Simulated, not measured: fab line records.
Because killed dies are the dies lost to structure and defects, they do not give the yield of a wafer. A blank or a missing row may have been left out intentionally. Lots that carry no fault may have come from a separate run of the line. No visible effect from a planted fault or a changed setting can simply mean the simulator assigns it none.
fab line records | flow sky130
record: lots: 5 wafers: 15 last_day: 49
route steps=708 shown METAL5@671 PASSIVATION@681 PAD_OPEN@694
lots that met no fault: taken from a fault-free run of the same line
start_h: the number of hours between the record's first day and the start of the first shown wafer of the lot | wait_h: how many hours have passed since the lot's step before this one | " the same as in the row above | L1.1+2: a row that stands for several wafers | - no value, or no start given | * or withheld: withheld | < > ~ a bound
route shown NAME@n: a module of which the file shows steps, and the number in the route of the first | usual: average and standard deviation across the fault-free wafers | same: alike in all rows | chamber/n: place in a boat | sites: the reading at each site | _std_site: standard deviation of those values | _edge_site: the outer-site mean with the inner-site mean subtracted | radius_mm: for every site, how far away it sits from the centre of the wafer | mask NAME#n: copy n | behind: the most recent tool/chamber to have shaped the wafer | hold: what put the lot on hold/how long, in hours/how the hold closed | device: which transistor (n, p or np) failed to switch | end of line: the same wafers' tests at the end of the route | for a step that has no rows: nothing shown but its recipe | killed: at the first sort, the dies lost to defects and structure; wafer yield is something else | map: a wafer's dies, x killed, . not, _ none there
set.NAME: the setting the step ran with; set.NAME@STEP: the setting that earlier step ran with | model.NAME: the simulator's own value behind a step, which no gauge read
lots at selected steps of the route; one table per step, one row per wafer
services: when a tool's chamber went out of use (start_h, in hours from the record's first day, below 0 if earlier), for how many hours, and the reason
== steps ==
step: SKY_METAL5_SOFTBAKE_10
recipe: temp_c: 90 time_s: 60 resist: NOVOLAK
step: SKY_METAL5_EXPOSE_11
recipe: mask_id: MM5 na: 0.6 source_shape: conventional sigma_outer: 0.6 polarization: unpolarized target_cd_nm: 1600 dose_mj: 190
step: SKY_METAL5_PEB_12
recipe: temp_c: withheld time_s: * resist: NOVOLAK
step: SKY_METAL5_DEVELOP_13
recipe: resist: NOVOLAK developer: TMAH develop_time_s: 60 dev_temp_c: 23
step: SKY_METAL5_DESCUM_14
recipe: chemistry: O2 source_power_w: 150 bias_power_w: 0 pressure_mtorr: 10 temp_c: 40 time_s: 11
usual: drypump_motor_current_A: 6.03/0.24 oes_product_au: 0.996/0.0079 rf_fwd_power_W: 146.9/0.88
same: bias_power_w: 0
columns lot.wafer tool chamber start_h wait_h drypump_motor_current_A oes_product_au rf_fwd_power_W rf_hours_counter_h
L430.2 rie_metal-01 0 1049.35 0.1 6.01 0.998 149.0 20
L430.3 " 1 " " 5.97 1.004 145.6 -
L430.6 " 1 " " 5.96 1.002 146.1 -
L434.2 rie_metal-03 1 1073.65 0.1 6.37 1.006 146.2 11
L434.3 " 0 " " 5.82 0.994 146.6 -
L434.6 " 1 " " 6.38 0.997 145.7 -
L440.1 rie_metal-01 0 1124.90 0.1 6.00 0.997 148.3 26
L440.2 " 1 " " 5.95 0.993 146.4 15
L440.4 " 0 " " 5.98 0.992 148.3 -
L446.1 rie_metal-03 1 1139.55 0.1 6.34 1.001 146.6 17
L446.2 " 0 " " 5.83 0.994 146.9 17
L446.5 " 0 " " 5.83 1.006 147.1 -
L448.2 rie_metal-02 0 1144.20 0.1 6.13 0.986 146.5 13
L448.3 " 1 " " 5.64 0.990 147.7 -
L448.6 " 1 " " 5.64 0.999 147.7 -
step: SKY_METAL5_METAL_ETCH_15
recipe: target_depth_a: 12600 stop_on: SiO2 over_etch_frac: 0.2 time_s: 252 chemistry: Cl2/BCl3 resist_sidewall_deg: 86 pressure_mtorr: 10 icp_w: 900 bias_w: 48.5 Cl2_flow_sccm: 60 bcl3_flow_sccm: 30
step: SKY_METAL5_STRIP_16
recipe: chemistry: O2/N2 power_w: 1400 pressure_mtorr: 1500 platen_temp_c: withheld o2_flow_sccm: 3000 n2_flow_sccm: 300 overash_fraction: 0.5
usual: drypump_motor_current_A: 5.7/0.42 o2_flow_sccm: 2999/8.3 oes_product_au: 0.710/0.0045 strip_time_to_endpoint_s: 13.12/0.13
columns lot.wafer tool chamber start_h wait_h drypump_motor_current_A o2_flow_sccm oes_product_au rf_hours_counter_h strip_time_to_endpoint_s
L430.2 plasma_asher-01 0 1049.62 0.2 5.3 2994 0.709 61 13.16
L430.3 " 0 " " 5.3 2987 0.710 - 12.91
L430.6 " 1 " " 6.2 2987 0.707 - 12.99
L434.2 plasma_asher-03 1 1073.92 0.2 5.6 2989 0.708 0 13.08
L434.3 " 1 " " 5.6 2984 0.701 - 13.16
L434.6 " 1 " " 5.6 2979 0.712 - 13.07
L440.1 plasma_asher-01 0 1125.26 0.2 5.3 2988 0.711 69 13.25
L440.2 " 1 " " 6.2 3008 0.708 69 13.25
L440.4 " 1 " " 6.2 2998 0.708 - 13.28
L446.1 plasma_asher-04 1 1139.82 0.2 6.0 2996 0.711 40 12.83
L446.2 " 0 " " 5.2 3012 0.707 40 13.07
L446.5 " 1 " " 6.0 2996 0.706 - 13.16
L448.2 plasma_asher-01 1 1144.47 0.2 6.2 3010 0.716 71 13.23
L448.3 " 1 " " 6.2 2994 0.710 - 13.15
L448.6 " 0 " " 5.3 2990 0.722 - 13.25
step: SKY_METAL5_STRIP_17
recipe: chemistry: post_etch_residue_remover time_s: 1200 temp_c: 72.5
step: SKY_METAL5_CLEAN_18
recipe: chemistry: IPA time_s: 180 temp_c: 25
step: SKY_METAL5_CLEAN_19
recipe: chemistry: O3/DIW dry: n2_spin
step: SKY_PASSIVATION_CVD_00
recipe: material: SiO2 target_thk_nm: 90 temp_c: 400 time_s: withheld rf_w: 600
usual: heater_power_w: 643/100 rf_fwd_power_W: 588/3.2
columns lot.wafer tool chamber start_h wait_h heater_power_w rf_fwd_power_W
L430.2 pecvd-01 2 1050.21 0.0 712 591
L430.3 " 1 " " 437 586
L430.6 " 2 " " 720 586
L434.2 pecvd-03 2 1074.62 0.0 689 586
L434.3 " 0 " " 681 583
L434.6 " 2 " " 679 590
L440.1 pecvd-01 2 1125.86 0.0 676 589
L440.2 " 1 " " 498 586
L440.4 " 2 " " 702 587
L446.1 pecvd-02 0 1140.41 0.0 491 585
L446.2 " 2 " " 664 589
L446.5 " 0 " " 488 584
L448.2 pecvd-02 1 1145.10 0.0 871 593
L448.3 " 2 " " 635 587
L448.6 " 0 " " 532 587
step: SKY_PASSIVATION_THK_MEAS_01
recipe: reads: SiO2_of_PASSIVATION_CVD_00
usual: PASSIVATION_CVD_00_THK: 90.2/1.1
columns lot.wafer tool chamber start_h wait_h PASSIVATION_CVD_00_THK[nm]
L430.2 film_metro-03 - 1050.25 - 88.9
L430.3 " - " " 88.9
L430.6 " - " " 89.2
L434.2 film_metro-03 - 1074.65 - 89.0
L434.3 " - " " 90.2
L434.6 " - " " 90.8
L440.1 film_metro-02 - 1125.88 - 88.9
L440.2 " - " " 89.3
L440.4 " - " " 90.0
L446.1 film_metro-02 - 1140.44 - 90.7
L446.2 " - " " 90.4
L446.5 " - " " 91.6
L448.2 film_metro-02 - 1145.13 - 89.0
L448.3 " - " " 89.1
L448.6 " - " " 90.5
step: SKY_PASSIVATION_CVD_02
recipe: material: Si3N4 target_thk_nm: 540 temp_c: 400 time_s: withheld rf_w: 450
usual: heater_power_w: 690/120 rf_fwd_power_W: 449.1/1.3
columns lot.wafer tool chamber start_h wait_h heater_power_w rf_fwd_power_W model.Si3N4_of_PASSIVATION_CVD_02.thk_nm
L430.2 pecvd-03 0 1050.30 0.0 687 450.4 537.3
L430.3 " 1 " " 615 449.4 548.5
L430.6 " 1 " " 675 450.7 545.8
L434.2 pecvd-02 0 1074.70 0.0 517 447.7 536.1
L434.3 " 0 " " 540 447.0 547.1
L434.6 " 1 " " 745 448.5 538.9
L440.1 pecvd-02 1 1125.94 0.1 887 450.6 665.3
L440.2 " 2 " " 713 449.7 545.2
L440.4 " 0 " " 547 449.2 542.7
L446.1 pecvd-03 0 1140.50 0.1 749 448.6 531.9
L446.2 " 1 " " 647 448.5 540.3
L446.5 " 0 " " 778 446.5 539.7
L448.2 pecvd-03 1 1145.18 0.0 742 450.1 527.8
L448.3 " 2 " " 767 448.8 524.3
L448.6 " 2 " " 802 449.3 536.1
step: SKY_PASSIVATION_THK_MEAS_03
recipe: reads: Si3N4_of_PASSIVATION_CVD_02
usual: PASSIVATION_CVD_02_THK: 539/6.6
columns lot.wafer tool chamber start_h wait_h PASSIVATION_CVD_02_THK[nm]
L430.2 film_metro-01 - 1050.64 - 537
L430.3 " - " " 548
L430.6 " - " " 546
L434.2 film_metro-03 - 1075.04 - 537
L434.3 " - " " 547
L434.6 " - " " 540
L440.1 film_metro-03 - 1126.16 - 665
L440.2 " - " " 545
L440.4 " - " " 543
L446.1 film_metro-02 - 1140.73 - 532
L446.2 " - " " 540
L446.5 " - " " 539
L448.2 film_metro-01 - 1145.41 - 528
L448.3 " - " " 524
L448.6 " - " " 537
step: SKY_PASSIVATION_DEHYDRATE_04
recipe: temp_c: 200 time_s: 60
step: SKY_PASSIVATION_HMDS_05
recipe: prime_time_s: 60 prime_temp_c: 120
step: SKY_PASSIVATION_COAT_06
recipe: spin_rpm: 2000 resist_thk_nm: 3000
step: SKY_PASSIVATION_SOFTBAKE_07
recipe: temp_c: 110 time_s: withheld
step: SKY_PASSIVATION_EXPOSE_08
recipe: mask_id: NSM target_cd_nm: 3000 na: 0.57 dose_mj: 260
step: SKY_PASSIVATION_PEB_09
recipe: temp_c: 115 time_s: withheld
step: SKY_PASSIVATION_DEVELOP_10
recipe: develop_time_s: 60 dev_temp_c: 23
step: SKY_PASSIVATION_ETCH_11
recipe: chemistry: CF4/O2 target_depth_nm: 725 stop_on: AlCu source_w: 800 bias_w: 150 pressure_mtorr: 150 cf4_flow_sccm: 80 O2_flow_sccm: 10 time_s: 161.1
usual: drypump_motor_current_A: 5.7/0.55 oes_product_au: 0.978/0.0066 rf_fwd_power_W: 796.7/2.7 throttle_valve_pct: 5.964/0.0099
columns lot.wafer tool chamber start_h wait_h drypump_motor_current_A oes_product_au rf_fwd_power_W rf_hours_counter_h throttle_valve_pct model.PASSIVATION.feature_depth_nm model.etch.depth_nm
L430.2 rie_diel-01 2 1074.60 - 5.5 0.980 794.4 15 5.955 699.9 699.9
L430.3 " 1 " " 5.3 0.986 799.7 14 5.979 710.4 710.4
L430.6 " 1 " " 5.3 0.987 795.6 - 5.966 708.9 708.9
L434.2 rie_diel-03 3 1095.70 - 5.6 0.979 796.4 7 5.963 700.1 700.1
L434.3 " 2 " " 4.7 0.984 797.9 26 5.958 712.8 712.8
L434.6 " 0 " " 5.8 0.979 796.8 - 5.974 704.8 704.8
L440.1 rie_diel-02 3 1145.55 - 6.5 0.951 796.8 14 5.961 665.3 665.3
L440.2 " 2 " " 5.8 0.988 794.2 13 5.951 711.1 711.1
L440.4 " 2 " " 5.8 0.976 792.7 - 5.960 708.3 708.3
L446.1 rie_diel-01 0 1158.80 - 6.6 0.976 799.2 23 5.963 697.5 697.5
L446.2 " 1 " " 5.3 0.981 800.0 17 5.954 705.1 705.1
L446.5 " 1 " " 5.3 0.976 801.1 - 5.961 705.6 705.6
L448.2 rie_diel-02 0 1164.15 - 5.2 0.967 796.5 16 5.963 692.6 692.6
L448.3 " 2 " " 5.8 0.969 799.4 14 5.970 689.2 689.2
L448.6 " 3 " " 6.4 0.972 793.0 - 5.967 702 702
step: SKY_PASSIVATION_STRIP_12
recipe: chemistry: O2/N2 power_w: 1400 pressure_mtorr: 1500 platen_temp_c: withheld overash_fraction: 0.7 o2_flow_sccm: 3000 n2_flow_sccm: 300
usual: drypump_motor_current_A: 5.6/0.5 o2_flow_sccm: 3001/8.7 oes_product_au: 0.661/0.0046 strip_time_to_endpoint_s: 31.49/0.12
columns lot.wafer tool chamber start_h wait_h drypump_motor_current_A o2_flow_sccm oes_product_au rf_hours_counter_h strip_time_to_endpoint_s
L430.2 plasma_asher-03 1 1074.71 0.1 5.6 2999 0.660 0 31.55
L430.3 " 1 " " 5.6 2994 0.665 - 31.36
L430.6 " 0 " " 6.1 3003 0.661 - 31.49
L434.2 plasma_asher-03 0 1095.81 0.1 6.1 3011 0.665 2 31.31
L434.3 " 0 " " 6.2 3000 0.659 - 31.41
L434.6 " 0 " " 6.1 3002 0.656 - 31.41
L440.1 plasma_asher-03 1 1145.66 0.1 5.6 3019 0.665 7 31.68
L440.2 " 0 " " 6.2 3009 0.662 7 31.62
L440.4 " 0 " " 6.2 3007 0.660 - 31.57
L446.1 plasma_asher-02 0 1158.91 0.1 4.8 3002 0.658 99 31.64
L446.2 " 1 " " 5.9 3011 0.652 99 31.71
L446.5 " 1 " " 5.8 3018 0.665 - 31.69
L448.2 plasma_asher-04 0 1164.26 0.1 5.2 3029 0.658 43 31.40
L448.3 " 1 " " 6.0 2998 0.665 - 31.34
L448.6 " 1 " " 6.0 3006 0.659 - 31.43
step: SKY_PAD_OPEN_DEHYDRATE_00
recipe: temp_c: 200 time_s: 60
step: SKY_PAD_OPEN_HMDS_01
recipe: prime_time_s: 60 prime_temp_c: 120
step: SKY_PAD_OPEN_COAT_02
recipe: spin_rpm: 2000 resist_thk_nm: 3000
step: SKY_PAD_OPEN_SOFTBAKE_03
recipe: temp_c: 110 time_s: withheld
step: SKY_PAD_OPEN_EXPOSE_04
recipe: mask_id: PDM target_cd_nm: 60000 na: 0.57 dose_mj: 260
step: SKY_PAD_OPEN_PEB_05
recipe: temp_c: 115 time_s: withheld
step: SKY_PAD_OPEN_DEVELOP_06
recipe: develop_time_s: 60 dev_temp_c: 23
step: SKY_PAD_OPEN_ETCH_07
recipe: chemistry: CF4/O2 target_depth_nm: 725 stop_on: AlCu source_w: 800 bias_w: 150 pressure_mtorr: 150 cf4_flow_sccm: 80 O2_flow_sccm: 10 time_s: 161.1
usual: drypump_motor_current_A: 5.6/0.47 oes_product_au: 0.978/0.0075 rf_fwd_power_W: 796.7/2.7 throttle_valve_pct: 5.965/0.0088
columns lot.wafer tool chamber start_h wait_h drypump_motor_current_A oes_product_au rf_fwd_power_W rf_hours_counter_h throttle_valve_pct model.PAD_OPEN.feature_depth_nm model.etch.depth_nm
L430.2 rie_diel-01 0 1096.05 - 6.6 0.985 798.7 21 5.975 699.9 699.9
L430.3 " 3 " " 5.5 0.982 797.7 18 5.961 710.4 710.4
L430.6 " 3 " " 5.4 0.977 795.1 - 5.964 708.9 708.9
L434.2 rie_diel-04 1 1116.05 - 5.7 0.971 792.2 16 5.968 700.1 700.1
L434.3 " 3 " " 5.5 0.984 797.2 15 5.969 712.8 712.8
L434.6 " 0 " " 5.2 0.978 795.9 - 5.974 704.8 704.8
L440.1 rie_diel-03 0 1164.50 - 5.8 0.954 795.4 15 5.953 665.3 665.3
L440.2 " 3 " " 5.6 0.983 794.3 10 5.967 711.1 711.1
L440.4 " 1 " " 6.2 0.985 797.1 16 5.975 708.3 708.3
L446.1 rie_diel-01 3 1177.10 - 5.5 0.973 796.5 21 5.968 697.5 697.5
L446.2 " 2 " " 5.6 0.974 796.4 19 5.974 705.1 705.1
L446.5 " 0 " " 6.7 0.979 797.4 - 5.977 705.6 705.6
L448.2 rie_diel-01 3 1180.80 - 5.4 0.969 796.3 21 5.944 692.6 692.6
L448.3 " 1 " " 5.3 0.955 798.6 18 5.957 689.2 689.2
L448.6 " 3 " " 5.5 0.971 798.8 - 5.975 702 702
step: SKY_PAD_OPEN_STRIP_08
recipe: chemistry: O2/N2 power_w: 1400 pressure_mtorr: 1500 platen_temp_c: withheld overash_fraction: 0.7 o2_flow_sccm: 3000 n2_flow_sccm: 300
usual: drypump_motor_current_A: 5.6/0.51 o2_flow_sccm: 2999/9.4 oes_product_au: 0.663/0.0044 strip_time_to_endpoint_s: 37.08/0.11
columns lot.wafer tool chamber start_h wait_h drypump_motor_current_A o2_flow_sccm oes_product_au rf_hours_counter_h strip_time_to_endpoint_s
L430.2 plasma_asher-04 0 1096.16 0.1 5.2 2989 0.662 37 36.95
L430.3 " 0 " " 5.2 2997 0.659 - 37.02
L430.6 " 1 " " 6.0 2995 0.656 - 36.90
L434.2 plasma_asher-01 0 1116.16 0.1 5.2 2996 0.666 69 36.95
L434.3 " 1 " " 6.2 2996 0.659 - 36.87
L434.6 " 1 " " 6.2 3000 0.668 - 36.87
L440.1 plasma_asher-01 1 1164.61 0.1 6.2 3009 0.662 73 37.03
L440.2 " 0 " " 5.3 2993 0.659 73 36.96
L440.4 " 0 " " 5.3 2984 0.660 - 36.97
L446.1 plasma_asher-01 0 1177.20 0.1 5.2 3010 0.655 74 37.18
L446.2 " 1 " " 6.2 3016 0.664 74 37.20
L446.5 " 1 " " 6.2 3000 0.658 - 37.13
L448.2 plasma_asher-02 0 1180.91 0.1 4.8 3008 0.659 101 37.28
L448.3 " 1 " " 5.9 2988 0.665 - 37.27
L448.6 " 1 " " 5.8 2983 0.664 - 37.26
step: SKY_PAD_OPEN_STRIP_09
recipe: chemistry: post_etch_residue_remover time_s: 1200 temp_c: 72.5
columns lot.wafer tool chamber start_h wait_h model.Si3N4_of_PASSIVATION_CVD_02.thk_nm
L430.2 wet_bench-02 2 1096.26 0.1 536.9
L430.3 " 2 " " 548.2
L430.6 " 2 " " 545.5
L434.2 wet_bench-01 1 1116.26 0.1 535.7
L434.3 " 1 " " 546.7
L434.6 " 1 " " 538.5
L440.1 wet_bench-03 1 1164.71 0.1 665
L440.2 " 1 " " 544.9
L440.4 " 1 " " 542.4
L446.1 wet_bench-02 2 1177.30 0.1 531.6
L446.2 " 2 " " 539.9
L446.5 " 2 " " 539.4
L448.2 wet_bench-02 3 1181.01 0.1 527.5
L448.3 " 3 " " 523.9
L448.6 " 3 " " 535.8
step: SKY_PAD_OPEN_CLEAN_10
recipe: chemistry: IPA time_s: 180 temp_c: 25
step: SKY_PAD_OPEN_PROBE_99
usual: defect_limited_yield: 82.3/1.8 killed_at_M0_to_M3: 44/6.9 killed_at_M4_up: 3.3/1.7 killed_at_contacts: 24/5.5 killed_at_front_end: 16/4.5 killed_at_other: 0.2/0.46 killed_dies: 87/9.1 killed_open: 48/7.3 killed_short: 39/6.2 sort_bin_3_pad_short: 0.9/0.4 sort_bin_5_function: 10.4/1.5 sort_bin_6_memory: 6.4/1.2 sort_n_pass: 405/9.1 sort_yield_pct: 82.3/1.8
same: gross_dies: 492 killed_at_back_side: 0 sort_bin_4_leakage[%]: 0 sort_bin_8_speed[%]: 0
columns lot.wafer tool chamber start_h wait_h defect_limited_yield[%] killed_at_M0_to_M3 killed_at_M4_up killed_at_contacts killed_at_front_end killed_at_other killed_dies killed_open killed_short sort_bin_3_pad_short[%] sort_bin_5_function[%] sort_bin_6_memory[%] sort_n_pass sort_yield_pct[%]
L434.2 prober-01 - 1118.42 0.1 81.9 56 1 19 13 0 89 38 48 0.8 10.8 6.5 403 81.9
L434.3 prober-01 - 1118.47 0.2 82.7 41 4 21 19 0 85 48 37 0.6 10.4 6.3 407 82.7
L434.6 prober-01 - 1118.62 0.2 79.1 51 2 31 19 0 103 58 44 1.8 12.0 7.1 389 79.1
L440.1 prober-01 - 1166.83 0.1 81.5 46 7 19 19 0 91 47 44 0.6 10.4 7.5 401 81.5
L440.2 prober-01 - 1166.88 0.1 82.3 34 9 28 16 0 87 50 37 1.2 9.1 7.3 405 82.3
L440.4 prober-01 - 1166.98 0.2 84.1 35 3 28 11 1 78 44 34 0.8 10.0 5.1 414 84.1
killed by level:class
L434.2 VIA1:geometric_particle:open=13 METAL3:geometric_particle:short=8 METAL1:geometric_particle:short=7 FIELD_ISO:geometric_particle:short=5 LI_CONTACT:geometric_particle:open=5 CONTACT:geometric_particle:open=5 VIA1:geometric_particle:short=5 METAL2:geometric_particle:short=5
L434.3 VIA1:geometric_particle:open=11 LI_CONTACT:geometric_particle:open=7 VIA2:geometric_particle:open=6 VIA3:geometric_particle:open=5 CONTACT:geometric_particle:open=5 METAL1:geometric_particle:short=5 FIELD_ISO:geometric_particle:short=4 VIA1:geometric_particle:short=4
L434.6 LI_CONTACT:geometric_particle:open=10 VIA1:geometric_particle:open=9 CONTACT:geometric_particle:open=8 VIA2:geometric_particle:open=7 METAL2:geometric_particle:short=7 VIA1:geometric_particle:short=6 VIA3:geometric_particle:open=6 LOCAL_INTERCONNECT:geometric_particle:short=5
L440.1 VIA3:geometric_particle:open=10 VIA1:geometric_particle:open=8 METAL4:geometric_particle:short=7 CONTACT:geometric_particle:open=6 METAL1:geometric_particle:short=5 FIELD_ISO:geometric_particle:open=4 POLY_GATE:geometric_particle:open=4 LI_CONTACT:geometric_particle:open=4
L440.2 LI_CONTACT:geometric_particle:open=11 CONTACT:geometric_particle:open=9 VIA1:geometric_particle:open=7 METAL4:geometric_particle:short=6 POLY_GATE:geometric_particle:short=5 VIA3:geometric_particle:open=5 METAL2:geometric_particle:short=5 FIELD_ISO:geometric_particle:open=4
L440.4 VIA1:geometric_particle:open=10 CONTACT:geometric_particle:short=8 CONTACT:geometric_particle:open=7 VIA2:geometric_particle:open=7 LOCAL_INTERCONNECT:geometric_particle:short=5 LI_CONTACT:geometric_particle:open=5 VIA3:geometric_particle:open=4 FIELD_ISO:geometric_particle:short=3
== services ==
columns tool chamber start_h hours kind
pecvd-03 2 1030.09 38.7 repair
rie_diel-01 0 1045.40 2.2 repair
rie_metal-02 0 1050.36 7.2 repair
plasma_asher-03 - 1050.78 12.1 pm
pecvd-03 1 1056.90 3.6 repair
pecvd-02 2 1061.04 21.3 repair
rie_diel-01 3 1061.44 2.4 repair
plasma_asher-03 - 1062.88 9.0 pm
rie_metal-01 1 1070.85 1.1 repair
rie_diel-01 - 1075.21 5.2 repair
rie_diel-02 - 1082.27 0.4 repair
rie_diel-02 1 1095.21 6.2 repair
wet_bench-01 - 1097.97 2.3 repair
pecvd-02 1 1098.20 10.1 repair
rie_diel-02 - 1106.01 0.6 repair
plasma_asher-04 - 1113.01 6.8 repair
pecvd-03 - 1116.78 0.7 repair
rie_diel-01 2 1123.57 5.7 repair
rie_diel-02 1 1125.43 20.9 repair
pecvd-01 - 1136.60 6.0 pm
rie_metal-03 - 1146.34 1.4 pm
rie_diel-03 - 1161.69 2.8 pm
pecvd-01 - 1161.72 1.7 repair
pecvd-01 0 1169.53 5.5 repair
== key ==
first_sign: step: SKY_PASSIVATION_THK_MEAS_03 reading: PASSIVATION_CVD_02_THK direction: up sigmas: 19 usual: 539 struck: 665
effect: step: SKY_PASSIVATION_ETCH_11 reading: oes_product_au direction: down sigmas: 4 usual: 0.978 struck: 0.951
effect: step: SKY_PAD_OPEN_ETCH_07 reading: oes_product_au direction: down sigmas: 3.1 usual: 0.978 struck: 0.954
model_effect: step: SKY_PASSIVATION_CVD_02 value: Si3N4_of_PASSIVATION_CVD_02.thk_nm without: 535.1 struck: 665.3
model_effect: step: SKY_PASSIVATION_ETCH_11 value: PASSIVATION.feature_depth_nm without: 699.3 struck: 665.3
model_effect: step: SKY_PAD_OPEN_ETCH_07 value: PAD_OPEN.feature_depth_nm without: 699.3 struck: 665.3
model_effect: step: SKY_PAD_OPEN_STRIP_09 value: Si3N4_of_PASSIVATION_CVD_02.thk_nm without: 534.7 struck: 665
met_at SKY_PASSIVATION_CVD_02
struck_wafers L440.1
onset_between 1074.70 1125.94
fault: kind: process_parameter_drift tool: pecvd-02 chamber: - onset_h: 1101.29 steps: SKY_PASSIVATION_CVD_02 channel: time_s offset: withheld shape: step end_h: 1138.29 scope: struck_wafers_only acts_in: *
